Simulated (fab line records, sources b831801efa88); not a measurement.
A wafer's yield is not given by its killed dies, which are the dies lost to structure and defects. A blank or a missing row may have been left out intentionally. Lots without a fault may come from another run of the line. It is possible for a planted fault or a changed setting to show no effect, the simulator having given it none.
Which tool is to blame? :: flow sky130 :: 24 lots with 72 wafers sampled at 6 steps, on a route of 708 steps

WHAT THE GAUGES SHOWED, per wafer
The record holds no reading of a measuring or inspecting step that can be judged against a usual standard deviation.

WHICH TOOL RAN EACH LOT (tool, then ch and the chambers of the sampled wafers, then the start)
lot: L074
SKY_METAL2_SPUTTER_03: pvd_sputter-02, day 33 19:14
SKY_VIA2_CMP_02: cmp-01 ch 0,1, day 34 22:58
SKY_METAL3_SPUTTER_04: pvd_sputter-01, day 36 03:13
SKY_METAL4_ETCH_17: rie_diel-01 ch 0, day 41 13:51
SKY_VIA4_SPUTTER_17: pvd_sputter-01, day 42 15:15
SKY_METAL5_SPUTTER_03: pvd_sputter-04, day 42 16:02

lot: L075
SKY_METAL2_SPUTTER_03: pvd_sputter-02, day 34 05:36
SKY_VIA2_CMP_02: cmp-01 ch 0,1,2, day 35 09:28
SKY_METAL3_SPUTTER_04: pvd_sputter-01, day 36 14:53
SKY_METAL4_ETCH_17: rie_diel-01 ch 0,1,2, day 42 00:32
SKY_VIA4_SPUTTER_17: pvd_sputter-03, day 43 02:21
SKY_METAL5_SPUTTER_03: pvd_sputter-04, day 43 03:17

lot: L076
SKY_METAL2_SPUTTER_03: pvd_sputter-04, day 34 16:00
SKY_VIA2_CMP_02: cmp-01 ch 1,2, day 35 18:58
SKY_METAL3_SPUTTER_04: pvd_sputter-03, day 36 22:29
SKY_METAL4_ETCH_17: rie_diel-04 ch 0,1, day 42 06:06
SKY_VIA4_SPUTTER_17: pvd_sputter-04, day 43 06:52
SKY_METAL5_SPUTTER_03: pvd_sputter-01, day 43 07:56

lot: L077
SKY_METAL2_SPUTTER_03: pvd_sputter-01, day 34 17:44
SKY_VIA2_CMP_02: cmp-02 ch 0,2,3, day 35 20:58
SKY_METAL3_SPUTTER_04: pvd_sputter-03, day 37 01:10
SKY_METAL4_ETCH_17: rie_diel-04 ch 0,1,3, day 42 09:18
SKY_VIA4_SPUTTER_17: pvd_sputter-04, day 43 10:13
SKY_METAL5_SPUTTER_03: pvd_sputter-01, day 43 11:08

lot: L078
SKY_METAL2_SPUTTER_03: pvd_sputter-01, day 35 10:10
SKY_VIA2_CMP_02: cmp-02 ch 2,3, day 36 14:10
SKY_METAL3_SPUTTER_04: pvd_sputter-01, day 37 18:01
SKY_METAL4_ETCH_17: rie_diel-01 ch 1,2,3, day 42 23:26
SKY_VIA4_SPUTTER_17: pvd_sputter-04, day 44 00:39
SKY_METAL5_SPUTTER_03: pvd_sputter-01, day 44 01:28

lot: L079
SKY_METAL2_SPUTTER_03: pvd_sputter-02, day 36 01:04
SKY_VIA2_CMP_02: cmp-01 ch 0,1,2, day 37 03:58
SKY_METAL3_SPUTTER_04: pvd_sputter-02, day 38 08:02
SKY_METAL4_ETCH_17: rie_diel-02 ch 1,3, day 43 11:53
SKY_VIA4_SPUTTER_17: pvd_sputter-04, day 44 12:46
SKY_METAL5_SPUTTER_03: pvd_sputter-04, day 44 13:33

lot: L081
SKY_METAL2_SPUTTER_03: pvd_sputter-01, day 36 10:26
SKY_VIA2_CMP_02: cmp-02 ch 0,1,3, day 37 13:57
SKY_METAL3_SPUTTER_04: pvd_sputter-01, day 38 17:29
SKY_METAL4_ETCH_17: rie_diel-02 ch 0,2,3, day 43 20:14
SKY_VIA4_SPUTTER_17: pvd_sputter-03, day 44 20:36
SKY_METAL5_SPUTTER_03: pvd_sputter-02, day 44 21:23

lot: L080
SKY_METAL2_SPUTTER_03: pvd_sputter-01, day 36 12:43
SKY_VIA2_CMP_02: cmp-01 ch 1,2,3, day 37 16:13
SKY_METAL3_SPUTTER_04: pvd_sputter-01, day 38 19:15
SKY_METAL4_ETCH_17: rie_diel-02 ch 1,2,3, day 43 23:12
SKY_VIA4_SPUTTER_17: pvd_sputter-03, day 44 22:31
SKY_METAL5_SPUTTER_03: pvd_sputter-02, day 44 23:19

lot: L082
SKY_METAL2_SPUTTER_03: pvd_sputter-04, day 36 16:08
SKY_VIA2_CMP_02: cmp-02 ch 0,1,2, day 37 19:04
SKY_METAL3_SPUTTER_04: pvd_sputter-02, day 38 21:50
SKY_METAL4_ETCH_17: rie_diel-01 ch 1,2,3, day 44 02:21
SKY_VIA4_SPUTTER_17: pvd_sputter-04, day 45 02:25
SKY_METAL5_SPUTTER_03: pvd_sputter-02, day 45 03:12

lot: L083
SKY_METAL2_SPUTTER_03: pvd_sputter-04, day 37 01:13
SKY_VIA2_CMP_02: cmp-02 ch 0,1, day 38 04:33
SKY_METAL3_SPUTTER_04: pvd_sputter-03, day 39 07:35
SKY_METAL4_ETCH_17: rie_diel-04 ch 1,2, day 44 11:57
SKY_VIA4_SPUTTER_17: pvd_sputter-04, day 45 22:17
SKY_METAL5_SPUTTER_03: pvd_sputter-02, day 45 23:04

lot: L085
SKY_METAL2_SPUTTER_03: pvd_sputter-02, day 38 08:57
SKY_VIA2_CMP_02: cmp-02 ch 1,3, day 39 11:42
SKY_METAL3_SPUTTER_04: pvd_sputter-03, day 40 14:18
SKY_METAL4_ETCH_17: rie_diel-02 ch 1,2, day 45 13:26
SKY_VIA4_SPUTTER_17: pvd_sputter-03, day 46 12:24
SKY_METAL5_SPUTTER_03: pvd_sputter-01, day 46 13:11

lot: L086
SKY_METAL2_SPUTTER_03: pvd_sputter-02, day 38 12:35
SKY_VIA2_CMP_02: cmp-01 ch 0,1,3, day 39 14:49
SKY_METAL3_SPUTTER_04: pvd_sputter-03, day 40 17:10
SKY_METAL4_ETCH_17: rie_diel-02 ch 1,2,3, day 45 16:20
SKY_VIA4_SPUTTER_17: pvd_sputter-01, day 46 14:53
SKY_METAL5_SPUTTER_03: pvd_sputter-01, day 46 15:40

lot: L084
SKY_METAL2_SPUTTER_03: pvd_sputter-01, day 38 12:56
SKY_VIA2_CMP_02: cmp-02 ch 0,1,3, day 39 15:28
SKY_METAL3_SPUTTER_04: pvd_sputter-02, day 40 17:48
SKY_METAL4_ETCH_17: rie_diel-04 ch 1,2,3, day 45 16:51
SKY_VIA4_SPUTTER_17: pvd_sputter-03, day 46 15:51
SKY_METAL5_SPUTTER_03: pvd_sputter-04, day 46 16:39

lot: L087
SKY_METAL2_SPUTTER_03: pvd_sputter-04, day 38 13:17
SKY_VIA2_CMP_02: cmp-01 ch 0,1,3, day 39 15:25
SKY_METAL3_SPUTTER_04: pvd_sputter-02, day 40 18:32
SKY_METAL4_ETCH_17: rie_diel-02 ch 0,2,3, day 45 17:32
SKY_VIA4_SPUTTER_17: pvd_sputter-03, day 46 16:59
SKY_METAL5_SPUTTER_03: pvd_sputter-01, day 46 17:47

lot: L088
SKY_METAL2_SPUTTER_03: pvd_sputter-02, day 38 14:07
SKY_VIA2_CMP_02: cmp-02 ch 0,1,2, day 39 16:07
SKY_METAL3_SPUTTER_04: pvd_sputter-01, day 40 18:59
SKY_METAL4_ETCH_17: rie_diel-02 ch 0,1, day 45 18:17
SKY_VIA4_SPUTTER_17: pvd_sputter-01, day 46 17:02
SKY_METAL5_SPUTTER_03: pvd_sputter-02, day 46 17:50

lot: L089
SKY_METAL2_SPUTTER_03: pvd_sputter-02, day 38 17:49
SKY_VIA2_CMP_02: cmp-02 ch 1,2,3, day 39 19:31
SKY_METAL3_SPUTTER_04: pvd_sputter-02, day 40 23:00
SKY_METAL4_ETCH_17: rie_diel-02 ch 0,1,2, day 45 19:57
SKY_VIA4_SPUTTER_17: pvd_sputter-04, day 46 19:15
SKY_METAL5_SPUTTER_03: pvd_sputter-02, day 46 20:38

lot: L090
SKY_METAL2_SPUTTER_03: pvd_sputter-01, day 38 22:19
SKY_VIA2_CMP_02: cmp-02 ch 0,2,3, day 39 23:55
SKY_METAL3_SPUTTER_04: pvd_sputter-01, day 41 02:13
SKY_METAL4_ETCH_17: rie_diel-02 ch 0,3, day 46 00:36
SKY_VIA4_SPUTTER_17: pvd_sputter-03, day 46 23:02
SKY_METAL5_SPUTTER_03: pvd_sputter-04, day 46 23:56

lot: L091
SKY_METAL2_SPUTTER_03: pvd_sputter-04, day 39 11:55
SKY_VIA2_CMP_02: cmp-02 ch 1,2, day 40 13:08
SKY_METAL3_SPUTTER_04: pvd_sputter-03, day 41 14:58
SKY_METAL4_ETCH_17: rie_diel-01 ch 1,3, day 46 16:05
SKY_VIA4_SPUTTER_17: pvd_sputter-04, day 47 14:34
SKY_METAL5_SPUTTER_03: pvd_sputter-02, day 47 15:24

lot: L092
SKY_METAL2_SPUTTER_03: pvd_sputter-01, day 40 07:29
SKY_VIA2_CMP_02: cmp-02 ch 0,3, day 41 09:07
SKY_METAL3_SPUTTER_04: pvd_sputter-02, day 42 10:20
SKY_METAL4_ETCH_17: rie_diel-02 ch 0,1,3, day 47 03:01
SKY_VIA4_SPUTTER_17: pvd_sputter-04, day 48 00:28
SKY_METAL5_SPUTTER_03: pvd_sputter-01, day 48 01:16

lot: L093
SKY_METAL2_SPUTTER_03: pvd_sputter-01, day 40 11:21
SKY_VIA2_CMP_02: cmp-02 ch 2,3, day 41 12:32
SKY_METAL3_SPUTTER_04: pvd_sputter-03, day 42 13:14
SKY_METAL4_ETCH_17: rie_diel-02 ch 0,3, day 47 05:41
SKY_VIA4_SPUTTER_17: pvd_sputter-01, day 48 04:05
SKY_METAL5_SPUTTER_03: pvd_sputter-04, day 48 05:02

lot: L094
SKY_METAL2_SPUTTER_03: pvd_sputter-01, day 40 13:43
SKY_VIA2_CMP_02: cmp-02 ch 2,3, day 41 14:51
SKY_METAL3_SPUTTER_04: pvd_sputter-03, day 42 16:13
SKY_METAL4_ETCH_17: rie_diel-02 ch 1,3, day 47 07:46
SKY_VIA4_SPUTTER_17: pvd_sputter-03, day 48 05:31
SKY_METAL5_SPUTTER_03: pvd_sputter-01, day 48 06:18

lot: L095
SKY_METAL2_SPUTTER_03: pvd_sputter-04, day 40 17:54
SKY_VIA2_CMP_02: cmp-02 ch 1,2,3, day 41 19:47
SKY_METAL3_SPUTTER_04: pvd_sputter-03, day 42 21:42
SKY_METAL4_ETCH_17: rie_diel-01 ch 0,1,2, day 47 12:23
SKY_VIA4_SPUTTER_17: pvd_sputter-04, day 48 09:46
SKY_METAL5_SPUTTER_03: pvd_sputter-02, day 48 10:33

lot: L096
SKY_METAL2_SPUTTER_03: pvd_sputter-01, day 41 00:50
SKY_VIA2_CMP_02: cmp-02 ch 1,2,3, day 42 01:22
SKY_METAL3_SPUTTER_04: pvd_sputter-02, day 43 03:41
SKY_METAL4_ETCH_17: rie_diel-04 ch 1,2,3, day 47 18:29
SKY_VIA4_SPUTTER_17: pvd_sputter-04, day 48 16:20
SKY_METAL5_SPUTTER_03: pvd_sputter-02, day 48 17:08

lot: L097
SKY_METAL2_SPUTTER_03: pvd_sputter-02, day 41 01:59
SKY_VIA2_CMP_02: cmp-01 ch 0,1,2, day 42 03:11
SKY_METAL3_SPUTTER_04: pvd_sputter-02, day 43 04:04
SKY_METAL4_ETCH_17: rie_diel-01 ch 0,2,3, day 47 19:15
SKY_VIA4_SPUTTER_17: pvd_sputter-03, day 48 16:32
SKY_METAL5_SPUTTER_03: pvd_sputter-01, day 48 17:21
- SKY_METAL2_SPUTTER_03: material Ti, target thk 5 nm, time 3.3 s.
- SKY_VIA2_CMP_02: polishes SiO2.
- SKY_METAL3_SPUTTER_04: material TiN, target thk 70 nm, time 58.3 s.
- SKY_METAL4_ETCH_17: etches SiO2 in C4F8/O2/Ar, stops on TiN, time 3.9 s, target depth 15 nm.
- SKY_VIA4_SPUTTER_17: material TiN, target thk 20 nm, time 80 s.
- SKY_METAL5_SPUTTER_03: material Ti, target thk 5 nm, time 3.3 s.

WHAT THE TOOLS THEMSELVES READ (means of the sampled wafers that have a number; where no wafer has one, the mark that the record gives instead)
SKY_METAL2_SPUTTER_03. Usual: throttle_valve_pct reads 30.4 % (standard deviation 0.9).
lot: L074
tool: pvd_sputter-02
throttle_valve_pct (%): 31.1
flag: 

lot: L075
tool: pvd_sputter-02
throttle_valve_pct (%): 31.1
flag: 

lot: L076
tool: pvd_sputter-04
throttle_valve_pct (%): 30.2
flag: 

lot: L077
tool: pvd_sputter-01
throttle_valve_pct (%): 30.7
flag: 

lot: L078
tool: pvd_sputter-01
throttle_valve_pct (%): 29.7
flag: 

lot: L079
tool: pvd_sputter-02
throttle_valve_pct (%): 30.6
flag: 

lot: L081
tool: pvd_sputter-01
throttle_valve_pct (%): 30.3
flag: 

lot: L080
tool: pvd_sputter-01
throttle_valve_pct (%): 30.6
flag: 

lot: L082
tool: pvd_sputter-04
throttle_valve_pct (%): 30.0
flag: 

lot: L083
tool: pvd_sputter-04
throttle_valve_pct (%): 30.1
flag: 

lot: L085
tool: pvd_sputter-02
throttle_valve_pct (%): 30.7
flag: 

lot: L086
tool: pvd_sputter-02
throttle_valve_pct (%): 30.3
flag: 

lot: L084
tool: pvd_sputter-01
throttle_valve_pct (%): 30.2
flag: 

lot: L087
tool: pvd_sputter-04
throttle_valve_pct (%): 29.8
flag: 

lot: L088
tool: pvd_sputter-02
throttle_valve_pct (%): 31.0
flag: 

lot: L089
tool: pvd_sputter-02
throttle_valve_pct (%): 30.2
flag: 

lot: L090
tool: pvd_sputter-01
throttle_valve_pct (%): 31.1
flag: 

lot: L091
tool: pvd_sputter-04
throttle_valve_pct (%): 29.8
flag: 

lot: L092
tool: pvd_sputter-01
throttle_valve_pct (%): 30.5
flag: 

lot: L093
tool: pvd_sputter-01
throttle_valve_pct (%): 30.4
flag: 

lot: L094
tool: pvd_sputter-01
throttle_valve_pct (%): 30.2
flag: 

lot: L095
tool: pvd_sputter-04
throttle_valve_pct (%): 30.9
flag: 

lot: L096
tool: pvd_sputter-01
throttle_valve_pct (%): 30.2
flag: 

lot: L097
tool: pvd_sputter-02
throttle_valve_pct (%): 30.7
flag: 

SKY_VIA2_CMP_02. Usual: head_pressure_psi 4.000 psi, standard deviation 0.0085; motor_current_A 12.1 A, standard deviation 1.2; slurry_filter_dp_kPa 13.49 kPa, standard deviation 0.15.
lot: L074
tool: cmp-01
head_pressure_psi (psi): 4.008
motor_current_A (A): 11.6
slurry_filter_dp_kPa (kPa): 13.55
flag: 

lot: L075
tool: cmp-01
head_pressure_psi (psi): 3.994
motor_current_A (A): 12.3
slurry_filter_dp_kPa (kPa): 13.60
flag: 

lot: L076
tool: cmp-01
head_pressure_psi (psi): 4.001
motor_current_A (A): 12.5
slurry_filter_dp_kPa (kPa): 13.61
flag: 

lot: L077
tool: cmp-02
head_pressure_psi (psi): 3.995
motor_current_A (A): 12.2
slurry_filter_dp_kPa (kPa): 13.55
flag: 

lot: L078
tool: cmp-02
head_pressure_psi (psi): 4.000
motor_current_A (A): 13.3
slurry_filter_dp_kPa (kPa): 13.39
flag: 

lot: L079
tool: cmp-01
head_pressure_psi (psi): 3.999
motor_current_A (A): 12.5
slurry_filter_dp_kPa (kPa): 13.61
flag: 

lot: L081
tool: cmp-02
head_pressure_psi (psi): 4.000
motor_current_A (A): 11.5
slurry_filter_dp_kPa (kPa): 13.54
flag: 

lot: L080
tool: cmp-01
head_pressure_psi (psi): 4.005
motor_current_A (A): 12.4
slurry_filter_dp_kPa (kPa): 13.49
flag: 

lot: L082
tool: cmp-02
head_pressure_psi (psi): 4.006
motor_current_A (A): 11.3
slurry_filter_dp_kPa (kPa): 13.55
flag: 

lot: L083
tool: cmp-02
head_pressure_psi (psi): 3.994
motor_current_A (A): 11.4
slurry_filter_dp_kPa (kPa): 13.42
flag: 

lot: L085
tool: cmp-02
head_pressure_psi (psi): 4.007
motor_current_A (A): 12.8
slurry_filter_dp_kPa (kPa): 13.52
flag: 

lot: L086
tool: cmp-01
head_pressure_psi (psi): 4.000
motor_current_A (A): 11.8
slurry_filter_dp_kPa (kPa): 13.57
flag: 

lot: L084
tool: cmp-02
head_pressure_psi (psi): 4.006
motor_current_A (A): 12.0
slurry_filter_dp_kPa (kPa): 13.43
flag: 

lot: L087
tool: cmp-01
head_pressure_psi (psi): 3.995
motor_current_A (A): 11.8
slurry_filter_dp_kPa (kPa): 13.40
flag: 

lot: L088
tool: cmp-02
head_pressure_psi (psi): 4.005
motor_current_A (A): 11.1
slurry_filter_dp_kPa (kPa): 13.54
flag: 

lot: L089
tool: cmp-02
head_pressure_psi (psi): 3.999
motor_current_A (A): 12.2
slurry_filter_dp_kPa (kPa): 13.44
flag: 

lot: L090
tool: cmp-02
head_pressure_psi (psi): 3.996
motor_current_A (A): 12.0
slurry_filter_dp_kPa (kPa): 13.44
flag: 

lot: L091
tool: cmp-02
head_pressure_psi (psi): 4.005
motor_current_A (A): 12.0
slurry_filter_dp_kPa (kPa): 13.49
flag: 

lot: L092
tool: cmp-02
head_pressure_psi (psi): 4.003
motor_current_A (A): 12.0
slurry_filter_dp_kPa (kPa): 13.55
flag: 

lot: L093
tool: cmp-02
head_pressure_psi (psi): 3.999
motor_current_A (A): 12.5
slurry_filter_dp_kPa (kPa): 13.45
flag: 

lot: L094
tool: cmp-02
head_pressure_psi (psi): 3.995
motor_current_A (A): 12.7
slurry_filter_dp_kPa (kPa): 13.55
flag: 

lot: L095
tool: cmp-02
head_pressure_psi (psi): 4.005
motor_current_A (A): 12.5
slurry_filter_dp_kPa (kPa): 13.40
flag: 

lot: L096
tool: cmp-02
head_pressure_psi (psi): 3.998
motor_current_A (A): 12.5
slurry_filter_dp_kPa (kPa): 13.60
flag: 

lot: L097
tool: cmp-01
head_pressure_psi (psi): 4.000
motor_current_A (A): 12.0
slurry_filter_dp_kPa (kPa): 13.45
flag: 

SKY_METAL3_SPUTTER_04. Usual: throttle_valve_pct reads 30.3 % (standard deviation 0.69).
lot: L074
tool: pvd_sputter-01
throttle_valve_pct (%): 30.2
flag: 

lot: L075
tool: pvd_sputter-01
throttle_valve_pct (%): 30.8
flag: 

lot: L076
tool: pvd_sputter-03
throttle_valve_pct (%): 30.2
flag: 

lot: L077
tool: pvd_sputter-03
throttle_valve_pct (%): 30.5
flag: 

lot: L078
tool: pvd_sputter-01
throttle_valve_pct (%): 30.3
flag: 

lot: L079
tool: pvd_sputter-02
throttle_valve_pct (%): 30.4
flag: 

lot: L081
tool: pvd_sputter-01
throttle_valve_pct (%): 30.4
flag: 

lot: L080
tool: pvd_sputter-01
throttle_valve_pct (%): 30.1
flag: 

lot: L082
tool: pvd_sputter-02
throttle_valve_pct (%): 30.0
flag: 

lot: L083
tool: pvd_sputter-03
throttle_valve_pct (%): 30.5
flag: 

lot: L085
tool: pvd_sputter-03
throttle_valve_pct (%): 30.0
flag: 

lot: L086
tool: pvd_sputter-03
throttle_valve_pct (%): 30.6
flag: 

lot: L084
tool: pvd_sputter-02
throttle_valve_pct (%): 31.0
flag: 

lot: L087
tool: pvd_sputter-02
throttle_valve_pct (%): 30.9
flag: 

lot: L088
tool: pvd_sputter-01
throttle_valve_pct (%): 30.5
flag: 

lot: L089
tool: pvd_sputter-02
throttle_valve_pct (%): 30.5
flag: 

lot: L090
tool: pvd_sputter-01
throttle_valve_pct (%): 30.3
flag: 

lot: L091
tool: pvd_sputter-03
throttle_valve_pct (%): 30.3
flag: 

lot: L092
tool: pvd_sputter-02
throttle_valve_pct (%): 30.9
flag: 

lot: L093
tool: pvd_sputter-03
throttle_valve_pct (%): 30.2
flag: 

lot: L094
tool: pvd_sputter-03
throttle_valve_pct (%): 30.1
flag: 

lot: L095
tool: pvd_sputter-03
throttle_valve_pct (%): 30.1
flag: 

lot: L096
tool: pvd_sputter-02
throttle_valve_pct (%): 30.5
flag: 

lot: L097
tool: pvd_sputter-02
throttle_valve_pct (%): 30.3
flag: 

SKY_METAL4_ETCH_17. Usual: oes_product_au reads 0.755 a.u. (standard deviation 0.0067).
lot: L074
tool: rie_diel-01
oes_product_au (a.u.): 0.755
flag: 

lot: L075
tool: rie_diel-01
oes_product_au (a.u.): 0.748
flag: 

lot: L076
tool: rie_diel-04
oes_product_au (a.u.): 0.760
flag: 

lot: L077
tool: rie_diel-04
oes_product_au (a.u.): 0.754
flag: 

lot: L078
tool: rie_diel-01
oes_product_au (a.u.): 0.765
flag: 

lot: L079
tool: rie_diel-02
oes_product_au (a.u.): 0.753
flag: 

lot: L081
tool: rie_diel-02
oes_product_au (a.u.): 0.752
flag: 

lot: L080
tool: rie_diel-02
oes_product_au (a.u.): 0.753
flag: 

lot: L082
tool: rie_diel-01
oes_product_au (a.u.): 0.759
flag: 

lot: L083
tool: rie_diel-04
oes_product_au (a.u.): 0.757
flag: 

lot: L085
tool: rie_diel-02
oes_product_au (a.u.): 0.761
flag: 

lot: L086
tool: rie_diel-02
oes_product_au (a.u.): 0.755
flag: 

lot: L084
tool: rie_diel-04
oes_product_au (a.u.): 0.758
flag: 

lot: L087
tool: rie_diel-02
oes_product_au (a.u.): 0.758
flag: 

lot: L088
tool: rie_diel-02
oes_product_au (a.u.): 0.748
flag: 

lot: L089
tool: rie_diel-02
oes_product_au (a.u.): 0.753
flag: 

lot: L090
tool: rie_diel-02
oes_product_au (a.u.): 0.751
flag: 

lot: L091
tool: rie_diel-01
oes_product_au (a.u.): 0.756
flag: 

lot: L092
tool: rie_diel-02
oes_product_au (a.u.): 0.755
flag: 

lot: L093
tool: rie_diel-02
oes_product_au (a.u.): 0.761
flag: 

lot: L094
tool: rie_diel-02
oes_product_au (a.u.): 0.756
flag: 

lot: L095
tool: rie_diel-01
oes_product_au (a.u.): 0.748
flag: 

lot: L096
tool: rie_diel-04
oes_product_au (a.u.): 0.760
flag: 

lot: L097
tool: rie_diel-01
oes_product_au (a.u.): 0.753
flag: 

SKY_VIA4_SPUTTER_17. Usual: throttle_valve_pct reads 30.3 % (standard deviation 0.91).
lot: L074
tool: pvd_sputter-01
throttle_valve_pct (%): 30.5
flag: 

lot: L075
tool: pvd_sputter-03
throttle_valve_pct (%): 30.2
flag: 

lot: L076
tool: pvd_sputter-04
throttle_valve_pct (%): 30.9
flag: 

lot: L077
tool: pvd_sputter-04
throttle_valve_pct (%): 31.2
flag: 

lot: L078
tool: pvd_sputter-04
throttle_valve_pct (%): 30.9
flag: 

lot: L079
tool: pvd_sputter-04
throttle_valve_pct (%): 29.8
flag: 

lot: L081
tool: pvd_sputter-03
throttle_valve_pct (%): 30.8
flag: 

lot: L080
tool: pvd_sputter-03
throttle_valve_pct (%): 30.4
flag: 

lot: L082
tool: pvd_sputter-04
throttle_valve_pct (%): 29.7
flag: 

lot: L083
tool: pvd_sputter-04
throttle_valve_pct (%): 30.9
flag: 

lot: L085
tool: pvd_sputter-03
throttle_valve_pct (%): 29.7
flag: 

lot: L086
tool: pvd_sputter-01
throttle_valve_pct (%): 30.3
flag: 

lot: L084
tool: pvd_sputter-03
throttle_valve_pct (%): 29.9
flag: 

lot: L087
tool: pvd_sputter-03
throttle_valve_pct (%): 29.8
flag: 

lot: L088
tool: pvd_sputter-01
throttle_valve_pct (%): 30.1
flag: 

lot: L089
tool: pvd_sputter-04
throttle_valve_pct (%): 30.8
flag: 

lot: L090
tool: pvd_sputter-03
throttle_valve_pct (%): 29.7
flag: 

lot: L091
tool: pvd_sputter-04
throttle_valve_pct (%): 30.4
flag: 

lot: L092
tool: pvd_sputter-04
throttle_valve_pct (%): 31.1
flag: 

lot: L093
tool: pvd_sputter-01
throttle_valve_pct (%): 30.1
flag: 

lot: L094
tool: pvd_sputter-03
throttle_valve_pct (%): 29.7
flag: 

lot: L095
tool: pvd_sputter-04
throttle_valve_pct (%): 29.8
flag: 

lot: L096
tool: pvd_sputter-04
throttle_valve_pct (%): 29.9
flag: 

lot: L097
tool: pvd_sputter-03
throttle_valve_pct (%): 30.0
flag: 

SKY_METAL5_SPUTTER_03. Usual: throttle_valve_pct reads 30.4 % (standard deviation 0.86).
lot: L074
tool: pvd_sputter-04
throttle_valve_pct (%): 30.8
flag: 

lot: L075
tool: pvd_sputter-04
throttle_valve_pct (%): 30.0
flag: 

lot: L076
tool: pvd_sputter-01
throttle_valve_pct (%): 30.7
flag: 

lot: L077
tool: pvd_sputter-01
throttle_valve_pct (%): 30.2
flag: 

lot: L078
tool: pvd_sputter-01
throttle_valve_pct (%): 30.7
flag: 

lot: L079
tool: pvd_sputter-04
throttle_valve_pct (%): 30.3
flag: 

lot: L081
tool: pvd_sputter-02
throttle_valve_pct (%): 30.8
flag: 

lot: L080
tool: pvd_sputter-02
throttle_valve_pct (%): 30.4
flag: 

lot: L082
tool: pvd_sputter-02
throttle_valve_pct (%): 30.0
flag: 

lot: L083
tool: pvd_sputter-02
throttle_valve_pct (%): 30.6
flag: 

lot: L085
tool: pvd_sputter-01
throttle_valve_pct (%): 29.9
flag: 

lot: L086
tool: pvd_sputter-01
throttle_valve_pct (%): 30.3
flag: 

lot: L084
tool: pvd_sputter-04
throttle_valve_pct (%): 30.2
flag: 

lot: L087
tool: pvd_sputter-01
throttle_valve_pct (%): 30.1
flag: 

lot: L088
tool: pvd_sputter-02
throttle_valve_pct (%): 31.0
flag: 

lot: L089
tool: pvd_sputter-02
throttle_valve_pct (%): 30.7
flag: 

lot: L090
tool: pvd_sputter-04
throttle_valve_pct (%): 30.0
flag: 

lot: L091
tool: pvd_sputter-02
throttle_valve_pct (%): 30.9
flag: 

lot: L092
tool: pvd_sputter-01
throttle_valve_pct (%): 29.9
flag: 

lot: L093
tool: pvd_sputter-04
throttle_valve_pct (%): 31.2
flag: 

lot: L094
tool: pvd_sputter-01
throttle_valve_pct (%): 29.3
flag: 

lot: L095
tool: pvd_sputter-02
throttle_valve_pct (%): 31.1
flag: 

lot: L096
tool: pvd_sputter-02
throttle_valve_pct (%): 30.5
flag: 

lot: L097
tool: pvd_sputter-01
throttle_valve_pct (%): 30.5
flag: 

THE ANSWER, worked out from the rows above alone
Rule: a lot counts as off when the mean over its wafers that have a number is more than 3 standard deviations away from the usual mean. A lot without any number at a reading at which 4 lots or more have one is off too. Any other lot the step has rows for is counted as sound. Order of review: gauges by route order, followed by the tools' own readings, for which a lot's mean as printed above is used. At the first step where some lot is off, the reading lying furthest off is the one used; lots without a number count as furthest.
Across all readings shown, no lot is off: no conclusion can be drawn from this.

WHAT WAS PUT IN BY THE SIMULATOR
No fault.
